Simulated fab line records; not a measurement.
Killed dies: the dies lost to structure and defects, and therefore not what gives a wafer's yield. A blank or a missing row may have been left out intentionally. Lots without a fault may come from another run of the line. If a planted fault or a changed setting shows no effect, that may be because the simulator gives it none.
Which tool did it? | flow gf180mcu | 42 wafers from 15 lots sampled at 5 of the route's 602 steps

== WHAT THE GAUGES READ, wafer by wafer ==
GF_HV_LDD_CD_MEAS_07: the cd target is 400 nm.
lot  | measured     | on        | cd-nm (nm)
L669 | day 10 11:03 | cd-sem-02 | 401.9 399.9 398.6
L670 | day 10 20:43 | cd-sem-02 | 405.9 404.6 405.7
L671 | day 10 21:09 | cd-sem-01 | 406.1 402.6 404.3
L672 | day 11 03:54 | cd-sem-02 | 402.3 403.6 403.3
L674 | day 11 08:22 | cd-sem-01 | 401.9 401.6 401.9
L676 | day 12 04:08 | cd-sem-01 | 405.2 403.6 403.5
L678 | day 12 14:43 | cd-sem-01 | 403.9 402.9 403.5
L679 | day 13 02:43 | cd-sem-02 | 403.1 401.6 399.6
L680 | day 13 12:21 | cd-sem-02 | 399.4 398.0 398.6
L681 | day 13 17:41 | cd-sem-01 | 402.1 401.4 402.4
L683 | day 14 06:36 | cd-sem-02 | 402.9 400.9 402.0
L689 | day 16 04:38 | cd-sem-01 | 403.2 400.8
L690 | day 16 14:26 | cd-sem-01 | 397.7 400.2
L691 | day 16 16:56 | cd-sem-02 | 404.7 403.4
L692 | day 17 02:33 | cd-sem-01 | 400.3 401.4 402.0

GF_HV_LDD_THK_MEAS_55.
lot  | measured     | on            | HV_LDD_CVD_54_THK (nm)
L669 | day 12 22:47 | film-metro-02 | 9.88 9.96 9.89
L670 | day 13 09:26 | film-metro-03 | 9.85 9.94 9.82
L671 | day 13 10:26 | film-metro-02 | 9.92 10.06 9.87
L672 | day 13 17:30 | film-metro-04 | 10.15 10.16 10.07
L674 | day 13 22:02 | film-metro-03 | 9.80 9.88 9.95
L676 | day 14 19:09 | film-metro-04 | 10.28 10.22 10.16
L678 | day 15 07:17 | film-metro-02 | 9.95 10.03 10.10
L679 | day 15 20:17 | film-metro-04 | 10.17 10.21 10.18
L680 | day 16 06:43 | film-metro-02 | 9.77 9.77 9.73
L681 | day 16 12:05 | film-metro-04 | 10.02 9.98 10.03
L683 | day 17 01:52 | film-metro-02 | 10.11 9.98 10.06
L689 | day 19 04:58 | film-metro-02 | 9.94 10.16
L690 | day 19 15:58 | film-metro-04 | 10.18 10.30
L691 | day 19 18:38 | film-metro-02 | 10.28 10.30
L692 | day 20 04:28 | film-metro-03 | 9.95 9.99 10.11

== EACH LOT AND THE TOOL THAT RAN IT (in order: tool; ch and the chambers of the sampled wafers; start) ==
lot  | GF_POLY_GATE_ETCH_13             | GF_HV_LDD_COAT_26                 | GF_HV_LDD_STRIP_37
L669 | rie-si-01 ch 0,1,3, day 9 15:26  | litho-track-04 ch 0, day 11 15:18 | plasma-asher-01 ch 0,1, day 12 01:30
L670 | rie-si-02 ch 1,2,3, day 10 01:23 | litho-track-01 ch 0, day 12 01:04 | plasma-asher-03 ch 1, day 12 11:45
L671 | rie-si-01 ch 1,2,3, day 10 01:55 | litho-track-03 ch 0, day 12 01:21 | plasma-asher-03 ch 0,1, day 12 12:24
L672 | rie-si-01 ch 0,1, day 10 08:01   | litho-track-03 ch 0, day 12 09:00 | plasma-asher-03 ch 0,1, day 12 19:30
L674 | rie-si-01 ch 0,1, day 10 11:08   | litho-track-01 ch 0, day 12 13:01 | plasma-asher-03 ch 1, day 12 23:51
L676 | rie-si-02 ch 0,2,3, day 11 07:19 | litho-track-01 ch 0, day 13 09:27 | plasma-asher-03 ch 0,1, day 13 20:41
L678 | rie-si-02 ch 1,3, day 11 17:38   | litho-track-03 ch 0, day 13 21:22 | plasma-asher-01 ch 0,1, day 14 08:21
L679 | rie-si-01 ch 1,2,3, day 12 04:56 | litho-track-01 ch 0, day 14 10:01 | plasma-asher-03 ch 0,1, day 14 21:15
L680 | rie-si-01 ch 1,3, day 12 14:25   | litho-track-03 ch 0, day 14 19:54 | plasma-asher-02 ch 1, day 15 07:01
L681 | rie-si-01 ch 0,2,3, day 12 19:39 | litho-track-01 ch 0, day 15 01:18 | plasma-asher-01 ch 0,1, day 15 12:26
L683 | rie-si-02 ch 0,1,2, day 13 07:22 | litho-track-04 ch 0, day 15 14:51 | plasma-asher-01 ch 0,1, day 16 02:30
L689 | rie-si-01 ch 0,1, day 15 04:31   | litho-track-03 ch 0, day 17 14:45 | plasma-asher-01 ch 0,1, day 18 03:22
L690 | rie-si-02 ch 1,2, day 15 15:26   | litho-track-03 ch 0, day 18 00:48 | plasma-asher-01 ch 0,1, day 18 13:32
L691 | rie-si-01 ch 0,2, day 15 17:24   | litho-track-03 ch 0, day 18 03:30 | plasma-asher-02 ch 0,1, day 18 16:32
L692 | rie-si-02 ch 0,2,3, day 16 02:15 | litho-track-04 ch 0, day 18 13:30 | plasma-asher-01 ch 0,1, day 19 02:27
- GF_POLY_GATE_ETCH_13: etches poly-Si in HBr/Cl2, stops on SiO2, target depth 198.5 nm, time 69.6 s.
- GF_HV_LDD_COAT_26: resist thk 1000 nm.
- GF_HV_LDD_STRIP_37: strips in O2/N2.

== WHAT THE TOOLS THEMSELVES READ (means of the sampled wafers that have a number; where no wafer has one, the mark that the record gives instead) ==
GF_POLY_GATE_ETCH_13.
lot  | tool      | bias-w (W) | drypump-motor-current-A (A) | oes-product-au (a.u.) | throttle-valve-pct (%)
L669 | rie-si-01 | 100.0      | 5.5                         | 0.991                 | 33.687
L670 | rie-si-02 | 99.7       | 5.9                         | 0.993                 | 33.683
L671 | rie-si-01 | 100.0      | 5.6                         | 0.994                 | 33.688
L672 | rie-si-01 | 99.7       | 5.2                         | 0.986                 | 33.680
L674 | rie-si-01 | 99.9       | 5.3                         | 1.000                 | 33.687
L676 | rie-si-02 | 99.9       | 6.2                         | 0.992                 | 33.695
L678 | rie-si-02 | 100.1      | 5.8                         | 0.984                 | 33.682
L679 | rie-si-01 | 99.8       | 5.6                         | 0.995                 | 33.685
L680 | rie-si-01 | 100.1      | 5.5                         | 0.996                 | 33.685
L681 | rie-si-01 | 100.4      | 5.7                         | 0.993                 | 33.681
L683 | rie-si-02 | 100.0      | 5.8                         | 0.977                 | 33.685
L689 | rie-si-01 | 99.7       | 5.2                         | 0.992                 | 33.697
L690 | rie-si-02 | 100.2      | 5.6                         | 0.990                 | 33.676
L691 | rie-si-01 | 99.9       | 5.5                         | 0.992                 | 33.692
L692 | rie-si-02 | 99.8       | 6.2                         | 0.990                 | 33.680

GF_HV_LDD_STRIP_37.
lot  | tool            | drypump-motor-current-A (A) | heater-power-w (W) | oes-product-au (a.u.) | strip-time-to-endpoint-s (s)
L669 | plasma-asher-01 | 5.5                         | 314                | 0.714                 | 12.62
L670 | plasma-asher-03 | 6.0                         | 321                | 0.719                 | 12.62
L671 | plasma-asher-03 | 6.1                         | 331                | 0.718                 | 12.63
L672 | plasma-asher-03 | 6.2                         | 332                | 0.713                 | 12.68
L674 | plasma-asher-03 | 6.0                         | 323                | 0.714                 | 12.66
L676 | plasma-asher-03 | 6.2                         | 324                | 0.715                 | 12.60
L678 | plasma-asher-01 | 5.5                         | 314                | 0.715                 | 12.67
L679 | plasma-asher-03 | 6.2                         | 325                | 0.718                 | 12.60
L680 | plasma-asher-02 | 5.7                         | 345                | 0.714                 | 12.63
L681 | plasma-asher-01 | 5.7                         | 319                | 0.715                 | 12.60
L683 | plasma-asher-01 | 5.7                         | 322                | 0.716                 | 12.59
L689 | plasma-asher-01 | 5.6                         | 316                | 0.718                 | 12.50
L690 | plasma-asher-01 | 5.6                         | 318                | 0.712                 | 12.52
L691 | plasma-asher-02 | 5.8                         | 327                | 0.714                 | 12.54
L692 | plasma-asher-01 | 5.5                         | 317                | 0.714                 | 12.64

== THE ANSWER, worked out from the rows above alone ==
Rule: usual is defined by the lots themselves. The widest of any qualifying gaps counts: lots, ordered by their means at a reading, are off when they make up no more than a third of the lots, leave a main group of 4 or more, and stand apart from it by 3 or more times the standard deviation of that group's means. Not used: any main group whose means are identical at the precision the tables above print for the reading. A lot without any number at a reading at which 4 lots or more have one is off too. Where the step has rows for the other lots, those lots are counted as sound. The gauges are gone through in route order, then the tools' own readings, and for those a lot's mean is taken as printed above. The first step at which some lot is off is used, and at that step the reading that is off furthest; a lot without a number counts as furthest.
No lot is off on any of the readings shown, so nothing can be concluded from this.

== WHAT THE SIMULATOR PUT IN ==
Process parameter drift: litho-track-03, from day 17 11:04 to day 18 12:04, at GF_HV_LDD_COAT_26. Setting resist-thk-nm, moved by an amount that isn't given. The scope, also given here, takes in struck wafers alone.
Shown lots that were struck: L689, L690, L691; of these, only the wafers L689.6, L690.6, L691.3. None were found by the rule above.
